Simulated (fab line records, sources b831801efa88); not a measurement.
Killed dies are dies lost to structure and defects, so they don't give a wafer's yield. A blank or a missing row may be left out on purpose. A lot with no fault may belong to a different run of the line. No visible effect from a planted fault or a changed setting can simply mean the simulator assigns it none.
What tool caused it? || flow sky130 || 39 wafers from 13 lots sampled at 5 of the route's 708 steps

## WHAT THE GAUGES SHOWED, per wafer
SKY_LDD_P_CD_MEAS_07: the cd target is 380 nm.
{"lot": "L749", "measured": "day 18 12:47", "on": "cd-sem-01", "cd-nm (nm)": "377.5 377.6 378.8"}
{"lot": "L752", "measured": "day 20 03:49", "on": "cd-sem-01", "cd-nm (nm)": "383.1 380.8 382.4"}
{"lot": "L753", "measured": "day 20 10:55", "on": "cd-sem-02", "cd-nm (nm)": "379.1 381.3 383.0"}
{"lot": "L757", "measured": "day 21 18:58", "on": "cd-sem-01", "cd-nm (nm)": "380.1 379.5 382.8"}
{"lot": "L758", "measured": "day 22 17:47", "on": "cd-sem-01", "cd-nm (nm)": "378.1 378.7 379.5"}
{"lot": "L760", "measured": "day 23 02:22", "on": "cd-sem-01", "cd-nm (nm)": "379.6 377.1 378.5"}
{"lot": "L761", "measured": "day 23 09:56", "on": "cd-sem-01", "cd-nm (nm)": "379.6 379.7 377.7"}
{"lot": "L766", "measured": "day 26 14:31", "on": "cd-sem-02", "cd-nm (nm)": "376.9 378.5 378.8"}
{"lot": "L768", "measured": "day 26 15:32", "on": "cd-sem-01", "cd-nm (nm)": "382.0 382.7 382.8"}
{"lot": "L770", "measured": "day 26 19:45", "on": "cd-sem-02", "cd-nm (nm)": "383.3 379.0 381.5"}
{"lot": "L769", "measured": "day 27 01:02", "on": "cd-sem-02", "cd-nm (nm)": "374.5 378.0 377.1"}
{"lot": "L772", "measured": "day 27 03:55", "on": "cd-sem-02", "cd-nm (nm)": "380.9 381.1 379.1"}
{"lot": "L771", "measured": "day 27 05:10", "on": "cd-sem-02", "cd-nm (nm)": "382.9 385.2 385.0"}

SKY_LDD_P_TW_MEAS_11.
{"lot": "L749", "measured": "day 18 13:11", "on": "film-metro-03", "LDD_P_TW": "629 627 627"}
{"lot": "L752", "measured": "day 20 04:14", "on": "film-metro-03", "LDD_P_TW": "625 626 625"}
{"lot": "L753", "measured": "day 20 11:19", "on": "film-metro-03", "LDD_P_TW": "627 626 627"}
{"lot": "L757", "measured": "day 21 19:24", "on": "film-metro-04", "LDD_P_TW": "631 628 630"}
{"lot": "L758", "measured": "day 22 18:10", "on": "film-metro-01", "LDD_P_TW": "638 634 636"}
{"lot": "L760", "measured": "day 23 03:23", "on": "film-metro-04", "LDD_P_TW": "782 786 786"}
{"lot": "L761", "measured": "day 23 18:42", "on": "film-metro-01", "LDD_P_TW": "792 793 800"}
{"lot": "L766", "measured": "day 26 14:55", "on": "film-metro-04", "LDD_P_TW": "628 631 625"}
{"lot": "L768", "measured": "day 26 16:16", "on": "film-metro-04", "LDD_P_TW": "778 779 779"}
{"lot": "L770", "measured": "day 26 20:08", "on": "film-metro-04", "LDD_P_TW": "627 628 629"}
{"lot": "L769", "measured": "day 27 01:26", "on": "film-metro-04", "LDD_P_TW": "628 626 624"}
{"lot": "L772", "measured": "day 27 04:19", "on": "film-metro-01", "LDD_P_TW": "636 638 638"}
{"lot": "L771", "measured": "day 27 05:35", "on": "film-metro-03", "LDD_P_TW": "622 627 620"}

SKY_LDD_HVN_TW_MEAS_10.
{"lot": "L749", "measured": "day 19 20:34", "on": "film-metro-04", "LDD_HVN_TW": "1411 1411 1409"}
{"lot": "L752", "measured": "day 21 10:10", "on": "film-metro-03", "LDD_HVN_TW": "1419 1423 1421"}
{"lot": "L753", "measured": "day 21 18:16", "on": "film-metro-02", "LDD_HVN_TW": "1439 1451 1454"}
{"lot": "L757", "measured": "day 23 02:10", "on": "film-metro-03", "LDD_HVN_TW": "1421 1417 1412"}
{"lot": "L758", "measured": "day 24 00:11", "on": "film-metro-03", "LDD_HVN_TW": "1420 1429 1423"}
{"lot": "L760", "measured": "day 24 09:01", "on": "film-metro-03", "LDD_HVN_TW": "1421 1426 1425"}
{"lot": "L761", "measured": "day 24 23:20", "on": "film-metro-02", "LDD_HVN_TW": "1449 1454 1461"}
{"lot": "L766", "measured": "day 27 19:28", "on": "film-metro-03", "LDD_HVN_TW": "1406 1415 1400"}
{"lot": "L768", "measured": "day 27 20:22", "on": "film-metro-04", "LDD_HVN_TW": "1420 1416 1416"}
{"lot": "L770", "measured": "day 28 00:29", "on": "film-metro-04", "LDD_HVN_TW": "1429 1417 1417"}
{"lot": "L769", "measured": "day 28 06:17", "on": "film-metro-03", "LDD_HVN_TW": "1414 1415 1409"}
{"lot": "L772", "measured": "day 28 08:52", "on": "film-metro-03", "LDD_HVN_TW": "1408 1406 1416"}
{"lot": "L771", "measured": "day 28 10:01", "on": "film-metro-03", "LDD_HVN_TW": "1416 1418 1405"}

## EACH LOT AND THE TOOL THAT RAN IT (in order: tool; ch and the chambers of the sampled wafers; start)
{"lot": "L749", "SKY_POLY_GATE_STRIP_18": "plasma-asher-04 ch 0,1, day 16 00:25", "SKY_LDD_P_IMPLANT_09": "implanter-02 ch 0, day 18 12:56"}
{"lot": "L752", "SKY_POLY_GATE_STRIP_18": "plasma-asher-03 ch 0,1, day 17 13:02", "SKY_LDD_P_IMPLANT_09": "implanter-02 ch 0, day 20 03:59"}
{"lot": "L753", "SKY_POLY_GATE_STRIP_18": "plasma-asher-01 ch 0,1, day 17 19:01", "SKY_LDD_P_IMPLANT_09": "implanter-02 ch 0, day 20 11:04"}
{"lot": "L757", "SKY_POLY_GATE_STRIP_18": "plasma-asher-01 ch 0,1, day 19 01:32", "SKY_LDD_P_IMPLANT_09": "implanter-02 ch 0, day 21 19:09"}
{"lot": "L758", "SKY_POLY_GATE_STRIP_18": "plasma-asher-03 ch 0,1, day 20 02:38", "SKY_LDD_P_IMPLANT_09": "implanter-03 ch 0, day 22 17:56"}
{"lot": "L760", "SKY_POLY_GATE_STRIP_18": "plasma-asher-04 ch 0,1, day 20 07:52", "SKY_LDD_P_IMPLANT_09": "implanter-02 ch 0, day 23 02:31"}
{"lot": "L761", "SKY_POLY_GATE_STRIP_18": "plasma-asher-01 ch 0,1, day 20 17:55", "SKY_LDD_P_IMPLANT_09": "implanter-03 ch 0, day 23 18:01"}
{"lot": "L766", "SKY_POLY_GATE_STRIP_18": "plasma-asher-01 ch 0,1, day 23 23:16", "SKY_LDD_P_IMPLANT_09": "implanter-03 ch 0, day 26 14:40"}
{"lot": "L768", "SKY_POLY_GATE_STRIP_18": "plasma-asher-04 ch 0,1, day 24 01:05", "SKY_LDD_P_IMPLANT_09": "implanter-02 ch 0, day 26 15:41"}
{"lot": "L770", "SKY_POLY_GATE_STRIP_18": "plasma-asher-01 ch 0,1, day 24 07:00", "SKY_LDD_P_IMPLANT_09": "implanter-04 ch 0, day 26 19:55"}
{"lot": "L769", "SKY_POLY_GATE_STRIP_18": "plasma-asher-01 ch 0,1, day 24 12:16", "SKY_LDD_P_IMPLANT_09": "implanter-02 ch 0, day 27 01:12"}
{"lot": "L772", "SKY_POLY_GATE_STRIP_18": "plasma-asher-03 ch 0,1, day 24 14:40", "SKY_LDD_P_IMPLANT_09": "implanter-04 ch 0, day 27 04:04"}
{"lot": "L771", "SKY_POLY_GATE_STRIP_18": "plasma-asher-04 ch 0,1, day 24 16:08", "SKY_LDD_P_IMPLANT_09": "implanter-02 ch 0, day 27 05:20"}
- SKY_POLY_GATE_STRIP_18: strips in O2/N2.
- SKY_LDD_P_IMPLANT_09

## WHAT THE TOOLS THEMSELVES READ (means of the sampled wafers that have a number; where no wafer has one, the mark that the record gives instead)
SKY_POLY_GATE_STRIP_18.
{"lot": "L749", "tool": "plasma-asher-04", "drypump-motor-current-A (A)": 5.4, "oes-product-au (a.u.)": 0.360, "strip-time-to-endpoint-s (s)": 3.18}
{"lot": "L752", "tool": "plasma-asher-03", "drypump-motor-current-A (A)": 5.9, "oes-product-au (a.u.)": 0.366, "strip-time-to-endpoint-s (s)": 3.17}
{"lot": "L753", "tool": "plasma-asher-01", "drypump-motor-current-A (A)": 5.1, "oes-product-au (a.u.)": 0.364, "strip-time-to-endpoint-s (s)": 3.19}
{"lot": "L757", "tool": "plasma-asher-01", "drypump-motor-current-A (A)": 5.1, "oes-product-au (a.u.)": 0.366, "strip-time-to-endpoint-s (s)": 3.20}
{"lot": "L758", "tool": "plasma-asher-03", "drypump-motor-current-A (A)": 5.8, "oes-product-au (a.u.)": 0.367, "strip-time-to-endpoint-s (s)": 3.19}
{"lot": "L760", "tool": "plasma-asher-04", "drypump-motor-current-A (A)": 5.4, "oes-product-au (a.u.)": 0.361, "strip-time-to-endpoint-s (s)": 3.16}
{"lot": "L761", "tool": "plasma-asher-01", "drypump-motor-current-A (A)": 5.1, "oes-product-au (a.u.)": 0.363, "strip-time-to-endpoint-s (s)": 3.15}
{"lot": "L766", "tool": "plasma-asher-01", "drypump-motor-current-A (A)": 5.1, "oes-product-au (a.u.)": 0.357, "strip-time-to-endpoint-s (s)": 3.13}
{"lot": "L768", "tool": "plasma-asher-04", "drypump-motor-current-A (A)": 5.4, "oes-product-au (a.u.)": 0.359, "strip-time-to-endpoint-s (s)": 3.13}
{"lot": "L770", "tool": "plasma-asher-01", "drypump-motor-current-A (A)": 5.1, "oes-product-au (a.u.)": 0.365, "strip-time-to-endpoint-s (s)": 3.19}
{"lot": "L769", "tool": "plasma-asher-01", "drypump-motor-current-A (A)": 5.4, "oes-product-au (a.u.)": 0.359, "strip-time-to-endpoint-s (s)": 3.18}
{"lot": "L772", "tool": "plasma-asher-03", "drypump-motor-current-A (A)": 5.8, "oes-product-au (a.u.)": 0.359, "strip-time-to-endpoint-s (s)": 3.17}
{"lot": "L771", "tool": "plasma-asher-04", "drypump-motor-current-A (A)": 5.5, "oes-product-au (a.u.)": 0.363, "strip-time-to-endpoint-s (s)": 3.21}

## THE ANSWER, worked out from the rows above alone
Rule: what is usual is taken from the lots themselves. The widest of any qualifying gaps counts: lots, ordered by their means at a reading, are off when they make up no more than a third of the lots, leave a main group of 4 or more, and stand apart from it by 3 or more times the standard deviation of that group's means. A main group is skipped when, at the precision printed for the reading in the tables above, its means are all equal. A lot without any number at a reading at which 4 lots or more have one is off too. Any other lot the step has rows for is counted as sound. First the gauges in route order, then the tools' own readings, where a lot's mean is used as printed above. At the first step where some lot is off, the reading lying furthest off is the one used; lots without a number count as furthest.
Off: L760, L761, L768, at SKY_LDD_P_TW_MEAS_11 (LDD_P_TW). For the main group the mean is 629 and the standard deviation 4.3.
A tool fits if, at a process step before that reading, it ran every lot that is off, and no sound lot after the first of them. The gauges at SKY_LDD_P_TW_MEAS_11 are tried like those tools. Not one of the candidates tried fits.

## WHAT THE SIMULATOR HAD INSERTED
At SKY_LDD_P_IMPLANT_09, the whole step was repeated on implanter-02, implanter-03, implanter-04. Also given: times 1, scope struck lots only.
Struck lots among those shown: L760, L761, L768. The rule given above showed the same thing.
